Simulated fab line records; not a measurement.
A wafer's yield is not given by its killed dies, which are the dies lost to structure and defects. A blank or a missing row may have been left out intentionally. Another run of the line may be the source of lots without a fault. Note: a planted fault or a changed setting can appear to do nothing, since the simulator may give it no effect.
What tool caused it? | flow sky130 | 10 lots, 30 wafers sampled, at 7 steps of a route of 708

WHAT EACH GAUGE READ, for each wafer
SKY_LDD_HVP_OVL_MEAS_07.
lot  | measured     | on         | LDD_HVP_OVL (nm)
L275 | day 22 01:58 | overlay-01 | 1.1 2.2 1.1
L277 | day 22 22:34 | overlay-01 | 1.6 1.5 0.5
L282 | day 24 15:28 | overlay-02 | 0.2 0.7 0.4
L281 | day 24 17:28 | overlay-02 | 1.8 -1.0 2.6
L283 | day 25 03:28 | overlay-02 | 3.0 0.6 1.8
L288 | day 26 23:29 | overlay-01 | 1.6 0.9 0.9
L291 | day 27 22:40 | overlay-01 | 2.4 1.9 2.8
L292 | day 28 17:50 | overlay-02 | 1.0 -0.1 -1.6
L295 | day 29 06:38 | overlay-02 | 3.4 3.5 4.1
L296 | day 29 09:25 | overlay-01 | 2.0 2.9 2.0

SKY_SD_P_TW_MEAS_11.
lot  | measured     | on            | SD_P_TW
L275 | day 25 22:52 | film-metro-04 | 2815 2817 2807
L277 | day 26 17:10 | film-metro-01 | 2864 2882 2868
L282 | day 28 10:33 | film-metro-04 | 2816 2815 2810
L281 | day 28 11:32 | film-metro-01 | 2872 2876 2869
L283 | day 28 20:47 | film-metro-02 | 2777 2788 2778
L288 | day 30 16:37 | film-metro-01 | 2858 2835 2871
L291 | day 31 15:13 | film-metro-04 | 2830 2837 2826
L292 | day 32 10:20 | film-metro-04 | 2826 2822 2832
L295 | day 32 21:54 | film-metro-02 | 2800 2819 2792
L296 | day 33 00:33 | film-metro-02 | 2784 2788 2791

SKY_RES_XHIGH_TW_MEAS_09.
lot  | measured     | on            | RES_XHIGH_TW
L275 | day 27 04:23 | film-metro-04 | 1631 1632 1630
L277 | day 27 22:37 | film-metro-02 | 1621 1621 1624
L282 | day 29 14:49 | film-metro-02 | 1908 1905 1920
L281 | day 29 16:19 | film-metro-02 | 1921 1909 1915
L283 | day 30 01:28 | film-metro-04 | 1640 1640 1638
L288 | day 31 20:51 | film-metro-01 | 1672 1673 1677
L291 | day 32 19:30 | film-metro-02 | 1621 1623 1623
L292 | day 33 13:38 | film-metro-04 | 1633 1627 1633
L295 | day 34 01:09 | film-metro-02 | 1612 1616 1609
L296 | day 34 03:53 | film-metro-02 | 1602 1612 1605

SKY_SD_N_RS_MEAS_18: the measuring method here is four-point-probe.
lot  | measured     | on            | RES_XHIGH_RS (ohm/sq)
L275 | day 28 10:15 | film-metro-01 | 335.1 334.5 334.8
L277 | day 29 03:33 | film-metro-01 | 331.3 332.4 331.6
L282 | day 30 20:38 | film-metro-04 | 218.7 219.0 219.4
L281 | day 30 22:03 | film-metro-02 | 218.3 217.9 218.1
L283 | day 31 06:55 | film-metro-01 | 334.9 332.5 333.7
L288 | day 33 01:53 | film-metro-02 | 332.3 332.5 333.2
L291 | day 34 00:22 | film-metro-01 | 333.2 334.4 333.4
L292 | day 34 17:49 | film-metro-01 | 330.7 329.9 330.8
L295 | day 35 05:48 | film-metro-01 | 333.3 334.5 333.8
L296 | day 35 08:40 | film-metro-04 | 336.9 336.5 336.9

WHICH TOOL RAN EACH LOT (tool, then ch and the chambers of the sampled wafers, then the start)
lot  | SKY_POLY_CUT_ETCH_10               | SKY_RES_XHIGH_IMPLANT_07        | SKY_RES_XHIGH_STRIP_08
L275 | rie-diel-04 ch 1,2, day 24 16:47   | implanter-02 ch 0, day 27 04:08 | plasma-asher-04 ch 0,1, day 27 04:17
L277 | rie-diel-03 ch 0,3, day 25 11:38   | implanter-01 ch 0, day 27 22:22 | plasma-asher-03 ch 1, day 27 22:31
L282 | rie-diel-01 ch 2,3, day 27 05:14   | implanter-01 ch 0, day 29 14:35 | plasma-asher-03 ch 0,1, day 29 14:43
L281 | rie-diel-03 ch 2,3, day 27 06:20   | implanter-01 ch 0, day 29 16:04 | plasma-asher-02 ch 0,1, day 29 16:13
L283 | rie-diel-04 ch 1,3, day 27 16:38   | implanter-02 ch 0, day 30 01:14 | plasma-asher-02 ch 0,1, day 30 01:21
L288 | rie-diel-01 ch 0,1,2, day 29 11:02 | implanter-02 ch 0, day 31 20:38 | plasma-asher-04 ch 0,1, day 31 20:46
L291 | rie-diel-04 ch 1,2,3, day 30 10:17 | implanter-01 ch 0, day 32 19:17 | plasma-asher-02 ch 0,1, day 32 19:25
L292 | rie-diel-01 ch 0,1,3, day 31 05:55 | implanter-01 ch 0, day 33 13:23 | plasma-asher-02 ch 0,1, day 33 13:32
L295 | rie-diel-04 ch 1,2,3, day 31 17:38 | implanter-01 ch 0, day 34 00:56 | plasma-asher-02 ch 0,1, day 34 01:03
L296 | rie-diel-01 ch 0,1, day 31 20:26   | implanter-01 ch 0, day 34 03:38 | plasma-asher-02 ch 0,1, day 34 03:46
- SKY_POLY_CUT_ETCH_10: etches BARC in N2/H2, stops on SiO2, time 45.9 s, target depth 60 nm.
- SKY_RES_XHIGH_IMPLANT_07
- SKY_RES_XHIGH_STRIP_08: strips in O2/N2.

AS READ BY THE TOOLS THEMSELVES (means over the sampled wafers that have a number; for cases with no such wafer, the mark the record gives instead)
SKY_POLY_CUT_ETCH_10.
lot  | tool        | chamber-pressure-mTorr (mTorr) | drypump-motor-current-A (A) | oes-product-au (a.u.) | throttle-valve-pct (%)
L275 | rie-diel-04 | 29.994                         | 5.77                        | 0.856                 | 13.228
L277 | rie-diel-03 | 30.001                         | 5.73                        | 0.852                 | 13.227
L282 | rie-diel-01 | 29.983                         | 5.92                        | 0.855                 | 13.229
L281 | rie-diel-03 | 29.969                         | 5.65                        | 0.857                 | 13.225
L283 | rie-diel-04 | 30.003                         | 5.87                        | 0.853                 | 13.220
L288 | rie-diel-01 | 30.019                         | 5.89                        | 0.855                 | 13.220
L291 | rie-diel-04 | 29.991                         | 5.87                        | 0.856                 | 13.223
L292 | rie-diel-01 | 30.017                         | 5.61                        | 0.858                 | 13.230
L295 | rie-diel-04 | 30.013                         | 5.84                        | 0.863                 | 13.229
L296 | rie-diel-01 | 30.015                         | 5.63                        | 0.857                 | 13.223

SKY_RES_XHIGH_IMPLANT_07.
lot  | tool         | beam-energy-keV | beam-on-s (s) | dose-ions-cm2
L275 | implanter-02 | 19.998          | 37.3          | 3.605e+14
L277 | implanter-01 | 20.003          | 40.8          | 3.602e+14
L282 | implanter-01 | 20.004          | 71.3          | 6.352e+14
L281 | implanter-01 | 19.999          | 71.4          | 6.349e+14
L283 | implanter-02 | 19.997          | 37.3          | 3.602e+14
L288 | implanter-02 | 20.004          | 37.7          | 3.598e+14
L291 | implanter-01 | 20.001          | 41.3          | 3.602e+14
L292 | implanter-01 | 20.001          | 41.0          | 3.602e+14
L295 | implanter-01 | 20.002          | 40.4          | 3.602e+14
L296 | implanter-01 | 20.008          | 40.1          | 3.601e+14

SKY_RES_XHIGH_STRIP_08.
lot  | tool            | chamber-pressure-mTorr (mTorr) | drypump-motor-current-A (A) | oes-product-au (a.u.) | strip-time-to-endpoint-s (s)
L275 | plasma-asher-04 | 1499.5                         | 5.74                        | 0.717                 | 14.24
L277 | plasma-asher-03 | 1500.4                         | 5.91                        | 0.709                 | 14.32
L282 | plasma-asher-03 | 1500.2                         | 5.64                        | 0.692                 | 14.86
L281 | plasma-asher-02 | 1500.7                         | 5.88                        | 0.692                 | 14.84
L283 | plasma-asher-02 | 1500.1                         | 5.74                        | 0.709                 | 14.25
L288 | plasma-asher-04 | 1499.4                         | 5.78                        | 0.709                 | 14.29
L291 | plasma-asher-02 | 1501.6                         | 5.88                        | 0.714                 | 14.24
L292 | plasma-asher-02 | 1500.8                         | 5.74                        | 0.712                 | 14.27
L295 | plasma-asher-02 | 1500.8                         | 5.75                        | 0.710                 | 14.33
L296 | plasma-asher-02 | 1499.2                         | 5.78                        | 0.709                 | 14.16

THE ANSWER, worked out from the rows above alone
Rule: what is usual is taken from the lots themselves. Put in order of their means at a reading, lots are off if they are a third of the lots or fewer, leave a main group of 4 or more, and stand apart from it by a gap of 3 or more times the standard deviation of the main group's means; of several such gaps the widest counts. A main group is skipped when, at the precision printed for the reading in the tables above, its means are all equal. A lot without any number at a reading at which 4 lots or more have one is off too. Any other lot the step has rows for is counted as sound. Order of review: gauges by route order, followed by the tools' own readings, for which a lot's mean as printed above is used. The first step at which some lot is off is used, and at that step the reading that is off furthest; a lot without a number counts as furthest.
Off: L282, L281, seen at SKY_RES_XHIGH_TW_MEAS_09 (RES_XHIGH_TW). Main group: mean 1630, sd 19.
A tool fits if, at a process step before that reading, it ran every lot that is off, and no sound lot after the first of them. Not tried: the gauges at SKY_RES_XHIGH_TW_MEAS_09; whatever is off there is also off at SKY_RES_XHIGH_IMPLANT_07, on other tools, and gauge error can't account for it. None of those tried fits.

WHAT THE SIMULATOR HAD PUT IN
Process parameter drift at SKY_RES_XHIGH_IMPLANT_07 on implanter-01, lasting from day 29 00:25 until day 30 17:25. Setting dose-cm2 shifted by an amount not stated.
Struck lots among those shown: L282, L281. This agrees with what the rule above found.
